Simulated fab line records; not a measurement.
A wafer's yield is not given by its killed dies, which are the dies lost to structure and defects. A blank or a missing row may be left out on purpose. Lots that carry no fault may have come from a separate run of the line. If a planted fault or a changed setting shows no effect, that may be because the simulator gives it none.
Problem report, 8D (eight disciplines) form, completed by code ; flow sky130 ; the parts of the form that need people (team, actions taken, sign-off) are left out

## 1. PROBLEM STATEMENT
sort_bin_3_pad_short at SKY_PAD_OPEN_PROBE_99 reads a mean of 4.6 % on 3 wafers of 3 lots; wafers without a fault read 0.9 % with a standard deviation of 0.42. That is +8.9 standard deviations from the usual mean.
First seen on wafer L815.1, day 47 08:23, on prober-01. Wafers with a number at this step in the record: 10, from 4 lots. Rule for "out" (also "out of limits"): further than 4 standard deviations from the usual mean. The rest of the wafers with a number are treated as sound.

## 2. WHAT IT IS, AND WHAT IT ISN'T
question;is;is not
which readings at this step;sort_bin_3_pad_short, defect limited yield, killed_at_M0_to_M3, killed dies, sort n pass, sort yield pct;killed_at_M4_up, killed at contacts, killed at front end, killed at other, killed open, killed short, sort_bin_6_memory
which lots;L814, L815, L817;L826
which wafers of those lots;L814.2, L815.1, L817.5;L814.5, L814.6, L815.2, L815.3, L817.1, L817.6
read on which tools;prober-01, prober-02;-
when;from day 47 08:23;"up to then (0 sound wafers); but 7 sound wafers of L814, L815, L817, L826 came after"

## 3. WHAT RULES OUT EACH SUSPECT
Counting: if a tool at a process step up to the reading ran every lot that is out, it stays a suspect. Sound lots after the first of them don't rule it out here, since some wafers of a struck lot are sound.
- hdpcvd-02 at SKY_VIA1_HDPCVD_00 (deposits SiO2, target thk 1030 nm, time 171.7 s): kept. It ran every lot that is out, first L815 (day 34 21:40).
Remaining after the count: hdpcvd-02 at SKY_VIA1_HDPCVD_00.

## 4. THE CAUSE (what the simulator had put in)
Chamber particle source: hdpcvd-02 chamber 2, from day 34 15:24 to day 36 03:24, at SKY_VIA1_HDPCVD_00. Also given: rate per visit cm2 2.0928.
This tool alone remained once counting was done.

## 5. SEQUENCE OF EFFECTS, ordered by route
Each row: a reading where the mean over the struck wafers with a number is more than 3 standard deviations away from the usual. Readings are gone through only where the record gives a usual standard deviation; hours: the median, over the lots, of the time from a lot's start at the first step in this table giving one to that lot's start at this step; sigmas: the change measured in usual standard deviations.
hours;step;reading;usual;on struck wafers;change;sigmas
0;SKY_PAD_OPEN_PROBE_99;defect limited yield;82.1 %;72.0;-10.1;-5.0
0;SKY_PAD_OPEN_PROBE_99;killed_at_M0_to_M3;43;101;+58;+9.1
0;SKY_PAD_OPEN_PROBE_99;killed dies;88;138;+50;+5.0
0;SKY_PAD_OPEN_PROBE_99;sort_bin_3_pad_short;0.9 %;4.6;+3.7;+8.9
0;SKY_PAD_OPEN_PROBE_99;sort_bin_5_function;10.5 %;15.6;+5.1;+3.2
0;SKY_PAD_OPEN_PROBE_99;sort n pass;404;354;-50;-5.0
0;SKY_PAD_OPEN_PROBE_99;sort yield pct;82.1 %;72.0;-10.1;-5.0
The process steps in it:
- SKY_PAD_OPEN_PROBE_99

## 6. HOW IT WOULD HAVE BEEN CAUGHT EARLIER
The fault began at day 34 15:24; the first out-of-limits reading in this record came at day 47 08:23, 305 hours later.
All the lots that are out (3) had begun SKY_VIA1_HDPCVD_00 on hdpcvd-02 by day 47 08:23. None of them would have been spared by holding the tool at that moment.
